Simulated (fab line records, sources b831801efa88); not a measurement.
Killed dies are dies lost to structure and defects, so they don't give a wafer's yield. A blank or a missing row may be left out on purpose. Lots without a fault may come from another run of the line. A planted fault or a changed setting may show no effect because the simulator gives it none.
fab line records | flow gf180mcu
record lots=5 wafers=15 last_day=34
route steps=602 shown V1@358 M2@362 V2@382
lots that met no fault: from a run of the same line without faults
start_h: hours from the record's first day to the start of the lot's first wafer shown | wait_h: hours since the lot's step before | " the same as in the row above | L1.1+2: a row that stands for several wafers | - no value, or no start given | * or withheld: withheld | < > ~ a bound
route shown NAME@n: a module of which the file shows steps, and the number in the route of the first | usual: mean/standard deviation of fault-free wafers | same: alike in all rows | chamber/n: place in a boat | sites: the reading at each site | _std_site: their standard deviation | _edge_site: outer sites' mean less inner sites' | radius_mm: how far each site lies from the wafer's centre | mask NAME#n: copy n | behind: the tool/chamber that last shaped the wafer | hold: why the lot was held/for how many hours/how that ended | device: the transistor (n, p or np) that didn't switch | end of line: the same wafers' tests at the end of the route | a step without rows: its recipe alone | killed: dies lost to structure and defects at the first sort, not the wafer's yield | map: a wafer's dies, x killed, . not, _ none there
set.NAME: the setting as run; set.NAME@STEP: as run at that earlier step | model.NAME: the simulator's own value behind a step, which no gauge read
lots at some steps of the route; a table a step, a row a wafer
services: from which hour (start_h, from the record's first day; less than 0 if before it) a tool's chamber was out of use, for how many hours, and why
## steps
# step GF_V1_CVD_23
# recipe material=W target_thk_nm=350 time_s=105.05 temp_c=400 pressure_torr=40
# usual heater_power_w=818/55
# columns lot.wafer tool chamber start_h wait_h heater_power_w
L076.1 cvd_w-01 1 429.49 0.0 808
L076.3 " 0 " " 906
L076.4 " 1 " " 842
L086.1 cvd_w-02 0 529.45 0.0 748
L086.3 " 0 " " 751
L086.6 " 0 " " 763
L091.4 cvd_w-01 0 563.63 0.1 890
L091.5 " 1 " " 845
L091.6 " 0 " " 921
L092.1 cvd_w-02 0 571.37 0.0 756
L092.2 " 1 " " 830
L092.4 " 0 " " 767
L095.3 cvd_w-02 1 594.80 0.1 783
L095.4 " 0 " " 740
L095.6 " 1 " " 799
# step GF_V1_RS_MEAS_24
# recipe thk_meas_gauge=four-point-probe reads=W_of_V1_CVD_23+TiN_of_V1_SPUTTER_22+Ti_of_V1_SPUTTER_21
# usual V1_W_RS=0.327/0.0045
# columns lot.wafer tool chamber start_h wait_h V1_W_RS[ohm/sq]
L076.1 film_metro-03 - 429.61 0.1 0.331
L076.3 " - " " 0.323
L076.4 " - " " 0.330
L086.1 film_metro-02 - 529.68 0.2 0.326
L086.3 " - " " 0.326
L086.6 " - " " 0.323
L091.4 film_metro-04 - 563.76 0.1 0.323
L091.5 " - " " 0.328
L091.6 " - " " 0.322
L092.1 film_metro-04 - 571.49 0.1 0.328
L092.2 " - " " 0.325
L092.4 " - " " 0.327
L095.3 film_metro-04 - 594.91 0.1 0.318
L095.4 " - " " 0.325
L095.6 " - " " 0.321
# step GF_V1_THK_MEAS_25
# recipe thk_meas_gauge=xrf reads=W_of_V1_CVD_23
# usual V1_W_THK=361/5.6
# columns lot.wafer tool chamber start_h wait_h V1_W_THK[nm]
L076.1 film_metro-03 - 429.73 0.1 358
L076.3 " - " " 363
L076.4 " - " " 358
L086.1 film_metro-02 - 529.80 0.1 361
L086.3 " - " " 359
L086.6 " - " " 363
L091.4 film_metro-04 - 563.85 0.1 361
L091.5 " - " " 358
L091.6 " - " " 364
L092.1 film_metro-04 - 571.61 0.1 358
L092.2 " - " " 361
L092.4 " - " " 360
L095.3 film_metro-04 - 595.01 0.1 367
L095.4 " - " " 360
L095.6 " - " " 365
# step GF_V1_CMP_26
# recipe stop_on=SiO2 down_force_psi=3.5 platen_rpm=60 t_overpolish_s=15 target_thk_nm=0 pad_velocity_m_s=0.94248
# usual motor_current_A=11.3/1.6 overpolish_run_s=15.000/0.0091 time_to_endpoint_s=84/3.9
# columns lot.wafer tool chamber start_h wait_h motor_current_A overpolish_run_s time_to_endpoint_s
L076.3 cmp-01 2 429.79 0.0 11.9 14.999 82
L076.4 " 3 " " 11.3 15.017 84
L076.1 " 0 " " 10.1 14.996 78
L086.1 cmp-02 0 529.96 0.1 13.4 15.005 83
L086.3 " 1 " " 11.4 15.000 85
L086.6 " 3 " " 8.8 15.006 81
L091.4 cmp-01 3 563.88 0.0 11.0 15.001 88
L091.6 " 3 " " 11.5 15.000 86
L091.5 " 0 " " 10.4 14.984 78
L092.4 cmp-02 0 571.67 0.0 12.5 14.999 82
L092.2 " 2 " " 10.2 15.004 85
L092.1 " 3 " " 8.3 14.998 81
L095.4 cmp-01 3 595.15 0.1 11.3 14.979 85
L095.3 " 0 " " 10.4 15.000 84
L095.6 " 1 " " 12.6 15.007 83
# step GF_M2_SPUTTER_00
# recipe material=Ti target_thk_nm=37.5 arriving_ion_energy_ev=80 substrate_temp_c=200 chamber_pressure_pa=2 power_w=4000 time_s=150
# usual throttle_valve_pct=30.0/0.87
# columns lot.wafer tool chamber start_h wait_h throttle_valve_pct
L076.1 pvd_sputter-04 - 430.09 0.1 30.3
L076.3 " - " " 30.5
L076.4 " - " " 30.2
L086.1 pvd_sputter-02 - 530.16 0.1 29.1
L086.3 " - " " 29.5
L086.6 " - " " 28.8
L091.4 pvd_sputter-04 - 564.18 0.2 30.3
L091.5 " - " " 30.2
L091.6 " - " " 30.0
L092.1 pvd_sputter-03 - 571.97 0.1 29.9
L092.2 " - " " 28.7
L092.4 " - " " 30.1
L095.3 pvd_sputter-03 - 595.35 0.1 28.7
L095.4 " - " " 29.9
L095.6 " - " " 29.7
# step GF_M2_SPUTTER_01
# recipe material=TiN target_thk_nm=30 power_w=6500 time_s=25 chamber_pressure_pa=0.4
# usual throttle_valve_pct=30.0/0.88
# columns lot.wafer tool chamber start_h wait_h throttle_valve_pct
L076.1 pvd_sputter-04 - 430.19 0.1 30.3
L076.3 " - " " 30.3
L076.4 " - " " 30.6
L086.1 pvd_sputter-02 - 530.26 0.1 28.9
L086.3 " - " " 29.8
L086.6 " - " " 28.8
L091.4 pvd_sputter-04 - 564.28 0.1 29.4
L091.5 " - " " 30.4
L091.6 " - " " 29.8
L092.1 pvd_sputter-03 - 572.07 0.1 29.6
L092.2 " - " " 28.9
L092.4 " - " " 30.3
L095.3 pvd_sputter-03 - 595.45 0.1 28.7
L095.4 " - " " 29.9
L095.6 " - " " 29.9
# step GF_M2_SPUTTER_02
# recipe material=AlCu target_thk_nm=450 power_w=10600 time_s=23.9 chamber_pressure_pa=0.4
# usual throttle_valve_pct=30.0/0.86
# columns lot.wafer tool chamber start_h wait_h throttle_valve_pct
L076.1 pvd_sputter-04 - 430.22 0.0 30.4
L076.3 " - " " 30.1
L076.4 " - " " 30.2
L086.1 pvd_sputter-02 - 530.29 0.0 29.3
L086.3 " - " " 29.6
L086.6 " - " " 28.8
L091.4 pvd_sputter-04 - 564.32 0.0 29.7
L091.5 " - " " 30.3
L091.6 " - " " 29.7
L092.1 pvd_sputter-03 - 572.10 0.0 29.7
L092.2 " - " " 28.9
L092.4 " - " " 30.2
L095.3 pvd_sputter-03 - 595.48 0.0 28.9
L095.4 " - " " 29.8
L095.6 " - " " 30.0
# step GF_M2_SPUTTER_03
# recipe material=Ti target_thk_nm=10 substrate_temp_c=300 chamber_pressure_pa=0.3 power_w=3000 time_s=6.7
# usual throttle_valve_pct=30.0/0.87
# columns lot.wafer tool chamber start_h wait_h throttle_valve_pct
L076.1 pvd_sputter-04 - 430.25 0.0 30.1
L076.3 " - " " 30.5
L076.4 " - " " 30.2
L086.1 pvd_sputter-02 - 530.32 0.0 28.8
L086.3 " - " " 29.6
L086.6 " - " " 28.8
L091.4 pvd_sputter-04 - 564.35 0.0 30.1
L091.5 " - " " 30.3
L091.6 " - " " 29.9
L092.1 pvd_sputter-03 - 572.13 0.0 30.1
L092.2 " - " " 29.0
L092.4 " - " " 29.8
L095.3 pvd_sputter-03 - 595.51 0.0 28.7
L095.4 " - " " 30.3
L095.6 " - " " 29.9
# step GF_M2_SPUTTER_04
# recipe material=TiN target_thk_nm=50 power_w=6500 time_s=41.7 chamber_pressure_pa=0.4
# usual throttle_valve_pct=30.0/0.84
# columns lot.wafer tool chamber start_h wait_h throttle_valve_pct
L076.1 pvd_sputter-04 - 430.27 0.0 30.3
L076.3 " - " " 30.3
L076.4 " - " " 30.4
L086.1 pvd_sputter-02 - 530.34 0.0 28.8
L086.3 " - " " 29.7
L086.6 " - " " 28.9
L091.4 pvd_sputter-04 - 564.37 0.0 29.6
L091.5 " - " " 30.5
L091.6 " - " " 29.7
L092.1 pvd_sputter-03 - 572.15 0.0 30.0
L092.2 " - " " 28.8
L092.4 " - " " 29.9
L095.3 pvd_sputter-03 - 595.53 0.0 29.1
L095.4 " - " " 30.2
L095.6 " - " " 30.1
# step GF_M2_RS_MEAS_05
# recipe thk_meas_gauge=four-point-probe reads=TiN_of_M2_SPUTTER_04+Ti_of_M2_SPUTTER_03+AlCu_of_M2_SPUTTER_02+TiN_of_M2_SPUTTER_01+Ti_of_M2_SPUTTER_00
# usual M2_ALCU_RS=0.0697/0.00079
# columns lot.wafer tool chamber start_h wait_h M2_ALCU_RS[ohm/sq]
L076.1 film_metro-04 - 430.31 0.0 0.0700
L076.3 " - " " 0.0707
L076.4 " - " " 0.0698
L086.1 film_metro-02 - 530.38 0.0 0.0707
L086.3 " - " " 0.0697
L086.6 " - " " 0.0707
L091.4 film_metro-02 - 564.47 0.1 0.0695
L091.5 " - " " 0.0698
L091.6 " - " " 0.0694
L092.1 film_metro-02 - 572.19 0.0 0.0692
L092.2 " - " " 0.0697
L092.4 " - " " 0.0686
L095.3 film_metro-01 - 595.61 0.1 0.0709
L095.4 " - " " 0.0685
L095.6 " - " " 0.0702
# step GF_M2_THK_MEAS_06
# recipe thk_meas_gauge=xrf reads=AlCu_of_M2_SPUTTER_02
# usual M2_ALCU_THK=454/4.7
# columns lot.wafer tool chamber start_h wait_h M2_ALCU_THK[nm]
L076.1 film_metro-04 - 430.43 0.1 449
L076.3 " - " " 448
L076.4 " - " " 450
L086.1 film_metro-02 - 530.50 0.1 449
L086.3 " - " " 457
L086.6 " - " " 450
L091.4 film_metro-02 - 564.56 0.1 457
L091.5 " - " " 455
L091.6 " - " " 456
L092.1 film_metro-02 - 572.31 0.1 457
L092.2 " - " " 455
L092.4 " - " " 463
L095.3 film_metro-01 - 595.71 0.1 446
L095.4 " - " " 460
L095.6 " - " " 453
# step GF_M2_DEHYDRATE_07
# recipe temp_c=200 time_s=60
# columns lot.wafer tool chamber start_h wait_h
L076.1+3+4 litho_track-04 0 442.13 11.7
L086.1+3+6 litho_track-03 0 541.11 10.6
L091.4+5+6 litho_track-03 0 574.73 10.2
L092.1+2+4 litho_track-01 0 582.68 10.4
L095.3+4+6 litho_track-01 0 605.08 9.4
# step GF_M2_HMDS_08
# recipe prime_time_s=60 prime_temp_c=120
# columns lot.wafer tool chamber start_h wait_h
L076.1+3+4 litho_track-04 0 442.28 0.1
L086.1+3+6 litho_track-03 0 541.26 0.1
L091.4+5+6 litho_track-03 0 574.88 0.1
L092.1+2+4 litho_track-01 0 582.83 0.1
L095.3+4+6 litho_track-01 0 605.23 0.1
# step GF_M2_COAT_09
# recipe resist=KrF spin_rpm=withheld resist_thk_nm=1000
# columns lot.wafer tool chamber start_h wait_h
L076.1+3+4 litho_track-04 0 442.43 0.1
L086.1+3+6 litho_track-03 0 541.41 0.1
L091.4+5+6 litho_track-03 0 575.03 0.1
L092.1+2+4 litho_track-01 0 582.98 0.1
L095.3+4+6 litho_track-01 0 605.38 0.1
# step GF_M2_SOFTBAKE_10
# recipe temp_c=130 time_s=60 resist=KrF
# columns lot.wafer tool chamber start_h wait_h
L076.1+3+4 litho_track-04 0 442.58 0.1
L086.1+3+6 litho_track-03 0 541.56 0.1
L091.4+5+6 litho_track-03 0 575.18 0.1
L092.1+2+4 litho_track-01 0 583.13 0.1
L095.3+4+6 litho_track-01 0 605.53 0.1
# step GF_M2_EXPOSE_11
# recipe mask_id=Metal2 target_cd_nm=280 na=0.68 source_shape=conventional sigma_outer=0.6 dose_mj=28
# columns lot.wafer tool chamber start_h wait_h mask
L076.1+3+4 krf_scanner-01 0 - - Metal2#0
L086.1+3+6 krf_scanner-01 0 - - Metal2#0
L091.4+5+6 krf_scanner-01 0 - - Metal2#0
L092.1+2+4 krf_scanner-02 0 - - Metal2#0
L095.3+4+6 krf_scanner-01 0 - - Metal2#0
# step GF_M2_PEB_12
# recipe peb_temp_c=135 peb_time_s=92.16 resist=KrF
# usual plate_sensor_t_centre_C=136.13/0.011 plate_sensor_t_edge_C=136.29/0.0093
# columns lot.wafer tool chamber start_h wait_h plate_sensor_t_centre_C plate_sensor_t_edge_C
L076.1 litho_track-04 0 - - 136.13 136.29
L076.3 " 0 " " 136.12 136.29
L076.4 " 0 " " 136.12 136.29
L086.1 litho_track-03 0 - - 136.12 136.28
L086.3 " 0 " " 136.15 136.3
L086.6 " 0 " " 136.13 136.29
L091.4 litho_track-04 0 - - 136.12 136.3
L091.5 " 0 " " 136.15 136.3
L091.6 " 0 " " 136.13 136.28
L092.1 litho_track-04 0 - - 136.13 136.29
L092.2 " 0 " " 136.12 136.28
L092.4 " 0 " " 136.13 136.31
L095.3 litho_track-03 0 - - 136.12 136.28
L095.4 " 0 " " 136.13 136.3
L095.6 " 0 " " 136.13 136.29
# step GF_M2_DEVELOP_13
# recipe develop_time_s=60 dev_temp_c=21
# columns lot.wafer tool chamber start_h wait_h
L076.1+3+4 litho_track-04 0 454.53 0.2
L086.1+3+6 litho_track-03 0 552.66 0.2
L091.4+5+6 litho_track-04 0 585.95 0.1
L092.1+2+4 litho_track-04 0 594.02 0.2
L095.3+4+6 litho_track-03 0 615.81 0.1
# step GF_M2_CD_MEAS_14
# recipe target_cd_nm=280
# usual cd_nm=279.9/1.3
# columns lot.wafer tool chamber start_h wait_h cd_nm
L076.1 cd_sem-01 - 454.68 0.1 279.4
L076.3 " - " " 279.6
L076.4 " - " " 280.1
L086.1 cd_sem-01 - 552.81 0.1 277.7
L086.3 " - " " 278.5
L086.6 " - " " 279.3
L091.4 cd_sem-01 - 586.08 0.1 280.0
L091.5 " - " " 278.7
L091.6 " - " " 279.7
L092.1 cd_sem-01 - 594.17 0.1 279.0
L092.2 " - " " 278.3
L092.4 " - " " 279.6
L095.3 cd_sem-01 - 615.95 0.1 281.0
L095.4 " - " " 280.5
L095.6 " - " " 280.5
# step GF_M2_OVL_MEAS_15
# usual M2_OVL=5/5.4
# columns lot.wafer tool chamber start_h wait_h M2_OVL[nm]
L076.1 overlay-02 - 454.80 0.1 0
L076.3 " - " " 3
L076.4 " - " " 5
L086.1 overlay-02 - 552.93 0.1 10
L086.3 " - " " 2
L086.6 " - " " 13
L091.4 overlay-01 - 586.16 0.1 6
L091.5 " - " " 4
L091.6 " - " " 0
L092.1 overlay-01 - 594.29 0.1 5
L092.2 " - " " 4
L092.4 " - " " 3
L095.3 overlay-02 - 616.04 0.1 4
L095.4 " - " " 7
L095.6 " - " " 5
# step GF_M2_METAL_ETCH_16
# recipe chemistry=Cl2/BCl3 mask_material=KrF target_depth_nm=627.5 stop_on=SiO2 pressure_mtorr=8 icp_w=800 bias_w=140 Cl2_flow_sccm=80 bcl3_flow_sccm=40 time_s=104.6
# usual drypump_motor_current_A=5.9/0.49 mfc_cl2_sccm=80.00/0.23 oes_product_au=0.972/0.0064 throttle_valve_pct=28.251/0.01
# columns lot.wafer tool chamber start_h wait_h drypump_motor_current_A mfc_cl2_sccm oes_product_au rf_hours_counter_h throttle_valve_pct
L076.1 rie_metal-02 0 454.83 0.0 6.4 79.99 0.965 3.5 28.258
L076.3 " 1 " " 5.3 80.04 0.958 - 28.241
L076.4 " 0 " " 6.4 79.97 0.973 - 28.254
L086.1 rie_metal-03 1 552.96 0.0 5.3 79.99 0.971 8.5 28.262
L086.3 " 0 " " 6.6 79.85 0.972 - 28.248
L086.6 " 0 " " 6.7 79.73 0.962 - 28.271
L091.4 rie_metal-01 1 586.22 0.0 6.1 80.29 0.977 - 28.240
L091.5 " 1 " " 6.0 80.40 0.969 - 28.233
L091.6 " 0 " " 5.7 80.11 0.971 - 28.258
L092.1 rie_metal-01 1 594.33 0.0 6.1 79.87 0.978 12.8 28.252
L092.2 " 0 " " 5.7 80.17 0.976 3.9 28.252
L092.4 " 1 " " 6.0 79.99 0.985 - 28.241
L095.3 rie_metal-02 0 616.10 0.1 6.3 80.01 0.961 - 28.263
L095.4 " 1 " " 5.2 79.70 0.980 - 28.253
L095.6 " 0 " " 6.3 79.92 0.967 - 28.243
# step GF_M2_STRIP_17
# recipe chemistry=O2/N2 power_w=1400 pressure_mtorr=1500 platen_temp_c=250 o2_flow_sccm=3000 n2_flow_sccm=300 overash_fraction=0.5
# usual drypump_motor_current_A=5.9/0.35 heater_power_w=345/47 oes_product_au=0.556/0.005 strip_time_to_endpoint_s=7.84/0.049
# columns lot.wafer tool chamber start_h wait_h drypump_motor_current_A heater_power_w oes_product_au rf_hours_counter_h strip_time_to_endpoint_s
L076.1 plasma_asher-03 1 454.94 0.1 5.9 361 0.557 66 7.78
L076.3 " 1 " " 5.9 360 0.554 - 7.71
L076.4 " 0 " " 5.9 410 0.555 - 7.75
L086.1 plasma_asher-04 0 553.08 0.1 5.2 276 0.560 45 7.81
L086.3 " 0 " " 5.2 271 0.563 - 7.82
L086.6 " 1 " " 6.1 335 0.553 - 7.86
L091.4 plasma_asher-03 1 586.33 0.1 5.9 356 0.559 - 7.82
L091.5 " 1 " " 5.9 347 0.557 - 7.79
L091.6 " 0 " " 6.0 404 0.549 - 7.82
L092.1 plasma_asher-03 1 594.44 0.1 5.9 347 0.547 80 7.84
L092.2 " 0 " " 6.0 399 0.553 80 7.89
L092.4 " 1 " " 5.9 341 0.557 - 7.87
L095.3 plasma_asher-03 1 616.21 0.1 6.0 352 0.557 - 7.88
L095.4 " 0 " " 6.0 408 0.561 - 7.85
L095.6 " 1 " " 5.9 350 0.559 - 7.88
# step GF_M2_STRIP_18
# recipe chemistry=post_etch_residue_remover time_s=1200 temp_c=72.5
# columns lot.wafer tool chamber start_h wait_h
L076.1+3+4 wet_bench-03 1 455.04 0.1
L086.1+3+6 wet_bench-04 2 553.18 0.1
L091.4+5+6 wet_bench-01 0 586.39 0.0
L092.1+2+4 wet_bench-01 3 594.54 0.1
L095.3+4+6 wet_bench-04 1 616.28 0.0
# step GF_M2_CLEAN_19
# recipe chemistry=DIW dry=n2_spin
# columns lot.wafer tool chamber start_h wait_h
L076.1+3+4 wet_bench-01 1 455.39 0.0
L086.1+3+6 wet_bench-01 2 553.52 0.0
L091.4+5+6 wet_bench-03 3 586.73 0.0
L092.1+2+4 wet_bench-03 1 594.88 0.0
L095.3+4+6 wet_bench-01 1 616.62 0.0
# step GF_V2_CVD_00
# recipe material=SiO2 target_thk_nm=600 sigma_open_frac=0.3 temp_c=400 time_s=100 sih4_flow_sccm=60 pressure_mtorr=6
# usual pressure_mtorr=5.999/0.012
# columns lot.wafer tool chamber start_h wait_h pressure_mtorr
L076.1 hdpcvd-02 0 455.49 0.0 6.031
L076.3 " 2 " " 5.994
L076.4 " 1 " " 6.013
L086.1 hdpcvd-01 2 553.61 0.0 6.002
L086.3 " 0 " " 5.995
L086.6 " 2 " " 6.000
L091.4 hdpcvd-02 2 586.86 0.0 6.014
L091.5 " 1 " " 5.994
L091.6 " 0 " " 6.008
L092.1 hdpcvd-02 2 594.98 0.0 6.002
L092.2 " 0 " " 5.997
L092.4 " 0 " " 5.994
L095.3 hdpcvd-01 0 616.71 0.0 5.992
L095.4 " 1 " " 6.031
L095.6 " 2 " " 5.990
# step GF_V2_THK_MEAS_01
# recipe reads=SiO2_of_V2_CVD_00
# usual V2_CVD_00_THK=596/6.2
# columns lot.wafer tool chamber start_h wait_h V2_CVD_00_THK[nm]
L076.1 film_metro-01 - 455.56 0.0 610
L076.3 " - " " 598
L076.4 " - " " 597
L086.1 film_metro-01 - 553.68 0.0 583
L086.3 " - " " 587
L086.6 " - " " 584
L091.4 film_metro-03 - 586.93 0.0 589
L091.5 " - " " 594
L091.6 " - " " 601
L092.1 film_metro-01 - 595.06 0.0 602
L092.2 " - " " 604
L092.4 " - " " 609
L095.3 film_metro-01 - 616.80 0.1 597
L095.4 " - " " 589
L095.6 " - " " 598
# step GF_V2_CVD_02
# recipe material=SiO2 target_thk_nm=850 precursor=TEOS temp_c=400 time_s=94.851 rf_w=600
# usual heater_power_w=692/120
# columns lot.wafer tool chamber start_h wait_h heater_power_w
L076.1 pecvd-01 1 455.62 0.1 656
L076.3 " 2 " " 989
L076.4 " 1 " " 519
L086.1 pecvd-04 0 553.74 0.1 660
L086.3 " 1 " " 621
L086.6 " 0 " " 689
L091.4 pecvd-03 1 586.99 0.1 785
L091.5 " 0 " " 499
L091.6 " 2 " " 818
L092.1 pecvd-03 1 595.12 0.1 701
L092.2 " 0 " " 633
L092.4 " 1 " " 761
L095.3 pecvd-04 2 616.84 0.0 723
L095.4 " 1 " " 513
L095.6 " 0 " " 726
# step GF_V2_THK_MEAS_03
# recipe reads=SiO2_of_V2_CVD_02
# usual V2_CVD_02_THK=853/11
# columns lot.wafer tool chamber start_h wait_h V2_CVD_02_THK[nm]
L076.1 film_metro-04 - 455.69 0.0 842
L076.3 " - " " 855
L076.4 " - " " 862
L086.1 film_metro-04 - 553.81 0.0 844
L086.3 " - " " 855
L086.6 " - " " 857
L091.4 film_metro-04 - 587.06 0.0 852
L091.5 " - " " 859
L091.6 " - " " 867
L092.1 film_metro-03 - 595.19 0.0 842
L092.2 " - " " 854
L092.4 " - " " 856
L095.3 film_metro-03 - 616.93 0.1 851
L095.4 " - " " 865
L095.6 " - " " 859
# step GF_V2_CMP_04
# recipe material=SiO2 down_force_psi=4 platen_rpm=60 pad_velocity_m_s=0.94248
# usual motor_current_A=12.2/1.6 time_to_endpoint_s=81/5.9
# columns lot.wafer tool chamber start_h wait_h motor_current_A time_to_endpoint_s
L076.4 cmp-01 3 455.75 0.0 12.2 86
L076.1 " 1 " " 13.2 71
L076.3 " 2 " " 12.4 78
L086.3 cmp-02 3 553.92 0.1 8.8 80
L086.1 " 0 " " 13.8 80
L086.6 " 3 " " 9.2 82
L091.4 cmp-02 3 587.19 0.1 9.6 76
L091.6 " 1 " " 13.7 84
L091.5 " 2 " " 11.7 85
L092.1 cmp-02 1 595.34 0.1 13.5 77
L092.4 " 2 " " 11.5 89
L092.2 " 0 " " 14.0 83
L095.4 cmp-01 3 617.02 0.1 12.7 88
L095.3 " 0 " " 11.5 79
L095.6 " 3 " " 12.4 82
# step GF_V2_BOW_MEAS_05
# recipe mode=bow
# usual V2_BOW=102/8.1
# columns lot.wafer tool chamber start_h wait_h V2_BOW[um]
L076.1 film_metro-01 - 456.05 0.1 111
L076.3 " - " " 93
L076.4 " - " " 103
L086.1 film_metro-03 - 554.17 0.1 108
L086.3 " - " " 114
L086.6 " - " " 91
L091.4 film_metro-04 - 587.45 0.2 91
L091.5 " - " " 101
L091.6 " - " " 98
L092.1 film_metro-04 - 595.64 0.2 92
L092.2 " - " " 102
L092.4 " - " " 97
L095.3 film_metro-01 - 617.31 0.2 94
L095.4 " - " " 88
L095.6 " - " " 101
# step GF_V2_DEHYDRATE_06
# recipe temp_c=200 time_s=60
# columns lot.wafer tool chamber start_h wait_h
L076.1+3+4 litho_track-01 0 466.99 10.9
L086.1+3+6 litho_track-04 0 564.37 10.2
L091.4+5+6 litho_track-01 0 597.31 9.8
L092.1+2+4 litho_track-02 0 605.45 9.8
L095.3+4+6 litho_track-04 0 626.92 9.6
# step GF_V2_HMDS_07
# recipe prime_time_s=60 prime_temp_c=120
# columns lot.wafer tool chamber start_h wait_h
L076.1+3+4 litho_track-01 0 467.14 0.1
L086.1+3+6 litho_track-04 0 564.52 0.1
L091.4+5+6 litho_track-01 0 597.46 0.1
L092.1+2+4 litho_track-02 0 605.60 0.1
L095.3+4+6 litho_track-04 0 627.07 0.1
# step GF_V2_COAT_08
# recipe resist=BARC temp_c=withheld time_s=withheld spin_rpm=withheld resist_thk_nm=withheld
# columns lot.wafer tool chamber start_h wait_h
L076.1+3+4 litho_track-01 0 467.29 0.1
L086.1+3+6 litho_track-04 0 564.67 0.1
L091.4+5+6 litho_track-01 0 597.61 0.1
L092.1+2+4 litho_track-02 0 605.75 0.1
L095.3+4+6 litho_track-04 0 627.22 0.1
# step GF_V2_COAT_09
# recipe resist=KrF spin_rpm=withheld resist_thk_nm=1000
# columns lot.wafer tool chamber start_h wait_h
L076.1+3+4 litho_track-01 0 - -
L086.1+3+6 litho_track-04 0 - -
L091.4+5+6 litho_track-01 0 - -
L092.1+2+4 litho_track-02 0 - -
L095.3+4+6 litho_track-04 0 - -
# step GF_V2_SOFTBAKE_10
# recipe temp_c=130 time_s=60 resist=KrF
# columns lot.wafer tool chamber start_h wait_h
L076.1+3+4 litho_track-01 0 - -
L086.1+3+6 litho_track-04 0 - -
L091.4+5+6 litho_track-01 0 - -
L092.1+2+4 litho_track-02 0 - -
L095.3+4+6 litho_track-04 0 - -
# step GF_V2_EXPOSE_11
# recipe mask_id=Via2 target_cd_nm=260 na=0.68 source_shape=conventional sigma_outer=0.6 dose_mj=38
# columns lot.wafer tool chamber start_h wait_h mask
L076.1+3+4 krf_scanner-01 0 - - Via2#0
L086.1+3+6 krf_scanner-01 0 - - Via2#0
L091.4+5+6 krf_scanner-01 0 - - Via2#0
L092.1+2+4 krf_scanner-01 0 - - Via2#0
L095.3+4+6 krf_scanner-01 0 - - Via2#0
# step GF_V2_PEB_12
# recipe peb_temp_c=136.2 peb_time_s=90 resist=KrF
# columns lot.wafer tool chamber start_h wait_h
L076.1+3+4 litho_track-02 0 - -
L086.1+3+6 litho_track-04 0 - -
L091.4+5+6 litho_track-04 0 - -
L092.1+2+4 litho_track-04 0 - -
L095.3+4+6 litho_track-04 0 - -
# step GF_V2_DEVELOP_13
# recipe develop_time_s=60 resist=KrF dev_temp_c=21
# columns lot.wafer tool chamber start_h wait_h
L076.1+3+4 litho_track-02 0 479.70 0.2
L086.1+3+6 litho_track-04 0 576.32 0.2
L091.4+5+6 litho_track-04 0 608.70 0.1
L092.1+2+4 litho_track-04 0 616.12 0.2
L095.3+4+6 litho_track-04 0 637.47 0.1
# step GF_V2_CD_MEAS_14
# recipe target_cd_nm=260
# usual cd_nm=259.9/0.9
# columns lot.wafer tool chamber start_h wait_h cd_nm
L076.1 cd_sem-01 - 479.85 0.1 260.7
L076.3 " - " " 259.3
L076.4 " - " " 259.2
L086.1 cd_sem-02 - 576.47 0.1 258.9
L086.3 " - " " 258.8
L086.6 " - " " 258.8
L091.4 cd_sem-02 - 608.83 0.1 259.9
L091.5 " - " " 258.8
L091.6 " - " " 258.1
L092.1 cd_sem-02 - 616.27 0.1 259.3
L092.2 " - " " 259.1
L092.4 " - " " 260.3
L095.3 cd_sem-02 - 637.61 0.1 260.2
L095.4 " - " " 260.0
L095.6 " - " " 259.9
# step GF_V2_OVL_MEAS_15
# usual V2_OVL=-2/4.9
# columns lot.wafer tool chamber start_h wait_h V2_OVL[nm]
L076.1 overlay-02 - 479.97 0.1 3
L076.3 " - " " -4
L076.4 " - " " -4
L086.1 overlay-02 - 576.59 0.1 -6
L086.3 " - " " -4
L086.6 " - " " 3
L091.4 overlay-02 - 608.91 0.1 -8
L091.5 " - " " 0
L091.6 " - " " 6
L092.1 overlay-01 - 616.39 0.1 -3
L092.2 " - " " -4
L092.4 " - " " -6
L095.3 overlay-01 - 637.71 0.1 0
L095.4 " - " " 0
L095.6 " - " " 0
# step GF_V2_ETCH_16
# recipe chemistry=N2/H2 target_depth_a=withheld overetch_a=withheld time_s=withheld target=BARC ion_energy_ev=200 source_w=500 bias_w=100 pressure_mtorr=30 n2_flow_sccm=100 h2_flow_sccm=200
# usual drypump_motor_current_A=5.7/0.44 oes_product_au=0.855/0.0043 throttle_valve_pct=13.225/0.0087
# columns lot.wafer tool chamber start_h wait_h drypump_motor_current_A oes_product_au throttle_valve_pct
L076.1 rie_diel-04 0 480.01 0.0 5.5 0.859 13.222
L076.3 " 3 " " 5.2 0.859 13.222
L076.4 " 3 " " 5.2 0.857 13.212
L086.1 rie_diel-01 2 576.63 0.0 5.6 0.858 13.221
L086.3 " 1 " " 5.4 0.860 13.232
L086.6 " 1 " " 5.4 0.860 13.223
L091.4 rie_diel-01 0 608.93 0.0 6.6 0.855 13.211
L091.5 " 2 " " 5.7 0.861 13.231
L091.6 " 3 " " 5.2 0.861 13.237
L092.1 rie_diel-01 3 616.43 0.0 5.2 0.855 13.206
L092.2 " 2 " " 5.6 0.856 13.216
L092.4 " 1 " " 5.4 0.857 13.223
L095.3 rie_diel-04 3 637.73 0.0 5.2 0.852 13.225
L095.4 " 1 " " 6.0 0.854 13.231
L095.6 " 3 " " 5.2 0.853 13.214
## services
# columns tool chamber start_h hours kind
cmp-02 - 406.69 0.6 repair
krf_scanner-01 - 415.84 0.3 repair
cmp-01 - 421.72 0.9 repair
pvd_sputter-02 - 430.22 10.0 repair
cmp-02 - 437.26 1.7 repair
cmp-02 - 439.69 7.2 pm
pvd_sputter-04 - 439.95 5.2 repair
cvd_w-02 - 442.47 14.6 pm
rie_diel-01 - 444.65 1.3 repair
cmp-02 - 448.17 1.9 repair
krf_scanner-01 - 452.85 0.8 pm
cmp-02 - 464.65 2.1 repair
krf_scanner-01 - 482.45 1.0 pm
cmp-02 - 516.58 1.9 repair
plasma_asher-03 - 517.23 3.2 repair
cmp-02 - 533.45 1.0 repair
krf_scanner-01 - 554.12 1.3 pm
cmp-01 - 572.00 4.0 pm
plasma_asher-03 - 575.76 4.8 repair
wet_bench-01 - 583.14 1.9 pm
plasma_asher-03 - 595.35 0.8 repair
pvd_sputter-02 - 620.32 12.1 repair
krf_scanner-01 - 621.65 0.8 pm
pvd_sputter-02 - 632.60 5.7 repair
## key
fault none
